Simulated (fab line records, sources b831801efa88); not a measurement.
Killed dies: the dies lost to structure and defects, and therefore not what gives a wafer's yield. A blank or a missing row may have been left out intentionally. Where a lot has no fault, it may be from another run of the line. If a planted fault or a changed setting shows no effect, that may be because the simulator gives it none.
The tool behind it: which one? | flow gf180mcu | 12 lots, 35 wafers sampled, at 6 steps of a route of 602

## WHAT THE GAUGES READ, wafer by wafer
GF_M3_THK_MEAS_06: measures by xrf.
lot  | measured     | on            | M3_ALCU_THK (nm)
L276 | day 21 03:33 | film metro-01 | 445 453 452
L277 | day 21 14:41 | film metro-04 | 449 447 447
L281 | day 23 03:12 | film metro-03 | 465 462
L283 | day 23 16:52 | film metro-04 | 453 457 455
L288 | day 25 20:00 | film metro-04 | 445 442 446
L290 | day 26 03:48 | film metro-04 | 448 441 442
L292 | day 26 13:30 | film metro-03 | 454 451 451
L291 | day 26 15:23 | film metro-01 | 450 447 448
L293 | day 26 20:29 | film metro-01 | 452 452 453
L294 | day 27 05:28 | film metro-01 | 451 452 449
L295 | day 27 08:02 | film metro-04 | 452 448 445
L296 | day 27 19:31 | film metro-04 | 452 444 446

GF_M4_RS_MEAS_05: the measuring method here is four-point-probe.
lot  | measured     | on            | M4_ALCU_RS (ohm/sq)
L276 | day 23 04:35 | film metro-03 | 0.0697 0.0697 0.0702
L277 | day 23 14:29 | film metro-03 | 0.0691 0.0696 0.0698
L281 | day 25 02:06 | film metro-02 | 0.0689 0.0477
L283 | day 25 14:20 | film metro-03 | 0.0479 0.0477 0.0695
L288 | day 27 15:07 | film metro-02 | 0.0706 0.0698 0.0697
L290 | day 27 23:23 | film metro-03 | 0.0687 0.0690 0.0686
L292 | day 28 09:15 | film metro-04 | 0.0689 0.0690 0.0684
L291 | day 28 10:46 | film metro-03 | 0.0706 0.0701 0.0700
L293 | day 28 15:56 | film metro-04 | 0.0706 0.0704 0.0697
L294 | day 29 00:11 | film metro-04 | 0.0688 0.0687 0.0687
L295 | day 29 02:49 | film metro-02 | 0.0704 0.0701 0.0697
L296 | day 29 13:46 | film metro-03 | 0.0706 0.0703 0.0709

GF_M4_THK_MEAS_06: measures by xrf.
lot  | measured     | on            | M4_ALCU_THK (nm)
L276 | day 23 04:41 | film metro-03 | 457 455 452
L277 | day 23 14:35 | film metro-03 | 462 458 456
L281 | day 25 02:12 | film metro-02 | 457 659
L283 | day 25 14:28 | film metro-03 | 664 663 458
L288 | day 27 15:14 | film metro-02 | 445 453 451
L290 | day 27 23:31 | film metro-03 | 464 463 465
L292 | day 28 09:22 | film metro-04 | 455 452 458
L291 | day 28 10:53 | film metro-03 | 450 451 452
L293 | day 28 16:02 | film metro-04 | 445 444 447
L294 | day 29 00:18 | film metro-04 | 454 454 455
L295 | day 29 02:56 | film metro-02 | 447 447 451
L296 | day 29 13:52 | film metro-03 | 450 451 447

## TOOL THAT RAN EACH LOT (tool first, then ch and the chambers of the sampled wafers, then the start)
lot  | GF_M3_SPUTTER_01             | GF_M3_SPUTTER_02             | GF_M4_SPUTTER_02
L276 | pvd sputter-02, day 21 03:17 | pvd sputter-02, day 21 03:19 | pvd sputter-02, day 23 04:27
L277 | pvd sputter-03, day 21 14:26 | pvd sputter-03, day 21 14:28 | pvd sputter-02, day 23 14:22
L281 | pvd sputter-03, day 23 02:56 | pvd sputter-03, day 23 02:58 | pvd sputter-03, day 25 01:58
L283 | pvd sputter-04, day 23 16:37 | pvd sputter-04, day 23 16:39 | pvd sputter-03, day 25 14:15
L288 | pvd sputter-02, day 25 19:46 | pvd sputter-02, day 25 19:47 | pvd sputter-01, day 27 15:01
L290 | pvd sputter-03, day 26 03:34 | pvd sputter-03, day 26 03:35 | pvd sputter-02, day 27 23:18
L292 | pvd sputter-02, day 26 13:16 | pvd sputter-02, day 26 13:17 | pvd sputter-03, day 28 09:10
L291 | pvd sputter-02, day 26 15:09 | pvd sputter-02, day 26 15:11 | pvd sputter-01, day 28 10:40
L293 | pvd sputter-02, day 26 20:13 | pvd sputter-02, day 26 20:15 | pvd sputter-03, day 28 15:48
L294 | pvd sputter-02, day 27 05:13 | pvd sputter-02, day 27 05:15 | pvd sputter-03, day 29 00:05
L295 | pvd sputter-04, day 27 07:47 | pvd sputter-04, day 27 07:49 | pvd sputter-02, day 29 02:43
L296 | pvd sputter-04, day 27 19:16 | pvd sputter-04, day 27 19:17 | pvd sputter-03, day 29 13:38
- GF_M3_SPUTTER_01: material TiN, target thk 30 nm, time 25 s.
- GF_M3_SPUTTER_02: material AlCu, target thk 450 nm, time 23.9 s.
- GF_M4_SPUTTER_02: material AlCu, target thk 450 nm, time 23.9 s.

## WHAT THE TOOLS THEMSELVES READ (means of the sampled wafers that have a number; where no wafer has one, the mark that the record gives instead)
GF_M3_SPUTTER_01.
lot  | tool           | throttle valve pct (%)
L276 | pvd sputter-02 | 30.3
L277 | pvd sputter-03 | 30.8
L281 | pvd sputter-03 | 30.9
L283 | pvd sputter-04 | 31.0
L288 | pvd sputter-02 | 30.7
L290 | pvd sputter-03 | 28.9
L292 | pvd sputter-02 | 30.4
L291 | pvd sputter-02 | 29.7
L293 | pvd sputter-02 | 30.1
L294 | pvd sputter-02 | 31.1
L295 | pvd sputter-04 | 30.4
L296 | pvd sputter-04 | 30.7

GF_M3_SPUTTER_02.
lot  | tool           | throttle valve pct (%)
L276 | pvd sputter-02 | 30.2
L277 | pvd sputter-03 | 30.5
L281 | pvd sputter-03 | 30.9
L283 | pvd sputter-04 | 31.0
L288 | pvd sputter-02 | 30.7
L290 | pvd sputter-03 | 28.9
L292 | pvd sputter-02 | 30.4
L291 | pvd sputter-02 | 30.0
L293 | pvd sputter-02 | 30.3
L294 | pvd sputter-02 | 31.1
L295 | pvd sputter-04 | 30.4
L296 | pvd sputter-04 | 30.6

GF_M4_SPUTTER_02.
lot  | tool           | throttle valve pct (%)
L276 | pvd sputter-02 | 29.5
L277 | pvd sputter-02 | 30.2
L281 | pvd sputter-03 | 29.7
L283 | pvd sputter-03 | 29.5
L288 | pvd sputter-01 | 30.3
L290 | pvd sputter-02 | 30.3
L292 | pvd sputter-03 | 29.6
L291 | pvd sputter-01 | 30.6
L293 | pvd sputter-03 | 28.9
L294 | pvd sputter-03 | 30.8
L295 | pvd sputter-02 | 29.9
L296 | pvd sputter-03 | 28.7

## THE ANSWER, worked out from the rows above alone
Rule: the lots themselves supply what counts as usual. Put in order of their means at a reading, lots are off if they are a third of the lots or fewer, leave a main group of 4 or more, and stand apart from it by a gap of 3 or more times the standard deviation of the main group's means; of several such gaps the widest counts. A main group whose means are all the same, to the digits that the tables above print for the reading, isn't used. A lot without any number at a reading at which 4 lots or more have one is off too. Any other lot the step has rows for is counted as sound. The gauges are gone through in route order, then the tools' own readings, and for those a lot's mean is taken as printed above. At the first step where some lot is off, the reading lying furthest off is the one used; lots without a number count as furthest.
Off: at GF_M4_RS_MEAS_05 (M4_ALCU_RS), L281, L283. For the main group the mean is 0.0697 ohm/sq and the standard deviation 0.00066.
A tool fits if, at a process step before that reading, it ran every lot that is off, and no sound lot after the first of them. Those tools and the gauges at GF_M4_RS_MEAS_05 are tried in the same way. Of those tried, none fits.

## WHAT THE SIMULATOR HAD PUT IN
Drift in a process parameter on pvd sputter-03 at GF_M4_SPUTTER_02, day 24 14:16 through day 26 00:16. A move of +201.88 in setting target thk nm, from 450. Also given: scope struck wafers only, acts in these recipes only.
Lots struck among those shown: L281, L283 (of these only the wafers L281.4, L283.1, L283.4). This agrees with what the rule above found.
